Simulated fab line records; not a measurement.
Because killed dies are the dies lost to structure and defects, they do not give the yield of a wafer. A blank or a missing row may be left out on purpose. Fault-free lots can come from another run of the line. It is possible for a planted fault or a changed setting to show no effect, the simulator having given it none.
The tool behind it: which one? :: flow sky130 :: 6 lots with 18 wafers sampled at 2 steps, on a route of 708 steps

== WHAT EACH GAUGE READ, for each wafer ==
SKY_POLY_GATE_THK_MEAS_21.
lot: L656
measured: day 18 03:29
on: filmMetro-03
POLY_GATE_OXIDATION_THK (nm): 4.02 4.06 4.07

lot: L658
measured: day 18 16:55
on: filmMetro-02
POLY_GATE_OXIDATION_THK (nm): 4.07 4.06 4.02

lot: L661
measured: day 19 13:02
on: filmMetro-03
POLY_GATE_OXIDATION_THK (nm): 3.94 3.92 3.95

lot: L666
measured: day 21 12:46
on: filmMetro-02
POLY_GATE_OXIDATION_THK (nm): 3.97 4.01 3.95

lot: L671
measured: day 23 10:28
on: filmMetro-01
POLY_GATE_OXIDATION_THK (nm): 4.03 4.03 4.01

lot: L676
measured: day 25 10:24
on: filmMetro-02
POLY_GATE_OXIDATION_THK (nm): 6.55 6.53 6.61

== WHAT TOOL EACH LOT RAN ON (gives the tool, then ch and the chambers of the sampled wafers, and finally the start) ==
lot: L656
SKY_POLY_GATE_OXIDATION_20: furnace-02 ch 0, day 18 02:14

lot: L658
SKY_POLY_GATE_OXIDATION_20: furnace-01 ch 0, day 18 15:40

lot: L661
SKY_POLY_GATE_OXIDATION_20: furnace-02 ch 0, day 19 11:46

lot: L666
SKY_POLY_GATE_OXIDATION_20: furnace-02 ch 0, day 21 11:30

lot: L671
SKY_POLY_GATE_OXIDATION_20: furnace-01 ch 0, day 23 09:13

lot: L676
SKY_POLY_GATE_OXIDATION_20: furnace-01 ch 0, day 25 07:44
- SKY_POLY_GATE_OXIDATION_20: stabilise 600 s, purge 300 s, target thk 4 nm.

== THE ANSWER, worked out from the rows above alone ==
Rule: what is usual is taken from the lots themselves. The widest of any qualifying gaps counts: lots, ordered by their means at a reading, are off when they make up no more than a third of the lots, leave a main group of 4 or more, and stand apart from it by 3 or more times the standard deviation of that group's means. If all means in a main group match to the digits the tables above print for the reading, that group is not used. A lot without any number at a reading at which 4 lots or more have one is off too. Where the step has rows for the other lots, those lots are counted as sound.
Off: at SKY_POLY_GATE_THK_MEAS_21 (POLY_GATE_OXIDATION_THK), L676. Mean 4.01 nm and standard deviation 0.044 in the main group.
A tool fits if, at a process step before that reading, it ran every lot that is off, and no sound lot after the first of them. The gauges at SKY_POLY_GATE_THK_MEAS_21 are tried like those tools. 2 tools fit, furnace-01 at SKY_POLY_GATE_OXIDATION_20 and filmMetro-02 at SKY_POLY_GATE_THK_MEAS_21, so this cannot tell which one it is.

== WHAT THE SIMULATOR HAD PUT IN ==
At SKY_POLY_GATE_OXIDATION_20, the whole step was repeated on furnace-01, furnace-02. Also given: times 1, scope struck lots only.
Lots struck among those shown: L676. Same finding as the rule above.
